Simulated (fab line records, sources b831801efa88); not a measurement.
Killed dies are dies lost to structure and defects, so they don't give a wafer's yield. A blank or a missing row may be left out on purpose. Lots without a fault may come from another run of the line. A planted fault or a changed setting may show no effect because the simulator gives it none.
One fault seen from 2 desks | flow gf180mcu | each desk has only its own numbers; what lay behind them comes last

THE METROLOGY DESK
What the gauges read, lot by lot, whatever tool the lot ran on: means of the sampled wafers that have a number. A lot is out of limits, marked OUT, if its mean lies more than 4 standard deviations from the usual mean; the brackets give that distance.
Columns: A = V5_W_RS at GF_V5_RS_MEAS_24, usual 0.329 ohm/sq; B = PASSIVATION_CVD_02_THK at GF_PASSIVATION_THK_MEAS_03, usual 702 nm
lot  | first seen here | A     | B
L956 | day 27 14:17    | 0.334 | 712
L957 | day 28 01:16    | 0.328 | 700
L958 | day 28 12:40    | 0.336 | 706
L960 | day 28 17:26    | 0.336 | 714
L962 | day 29 12:31    | 0.327 | 702
L963 | day 29 19:05    | 0.329 | 704
L964 | day 30 00:15    | 0.329 | 702
L965 | day 30 08:05    | 0.327 | 740
L966 | day 30 17:23    | 0.326 | 719
L976 | day 33 06:48    | 0.335 | 690
L977 | day 33 08:46    | 0.326 | 710
L978 | day 33 14:04    | 0.330 | 711
This desk's finding: nothing out of limits on any of the 12 lots.

THE TOOL OWNER'S DESK: pecvd-03
The tool's own readings at GF_PASSIVATION_CVD_02 (deposits Si3N4, target thk 700 nm, time 486.18 s): means of the sampled wafers that have a number, for each lot that ran on this tool. A lot is out of limits, marked OUT, if its mean lies more than 4 standard deviations from the usual mean; the brackets give that distance.
Columns: A = heater_power_w at GF_PASSIVATION_CVD_02, usual 762 W
lot  | first seen here | A
L957 | day 28 22:15    | 808
L963 | day 30 15:05    | 776
L964 | day 30 20:27    | 797
L965 | day 31 03:44    | 734
L966 | day 31 12:39    | 749
This desk's finding: nothing out of limits on any of the 5 lots.

PUT TOGETHER
The metrology desk saw nothing out of limits.
The tool owner's desk saw nothing out of limits.

WHAT THE SIMULATOR HAD PUT IN
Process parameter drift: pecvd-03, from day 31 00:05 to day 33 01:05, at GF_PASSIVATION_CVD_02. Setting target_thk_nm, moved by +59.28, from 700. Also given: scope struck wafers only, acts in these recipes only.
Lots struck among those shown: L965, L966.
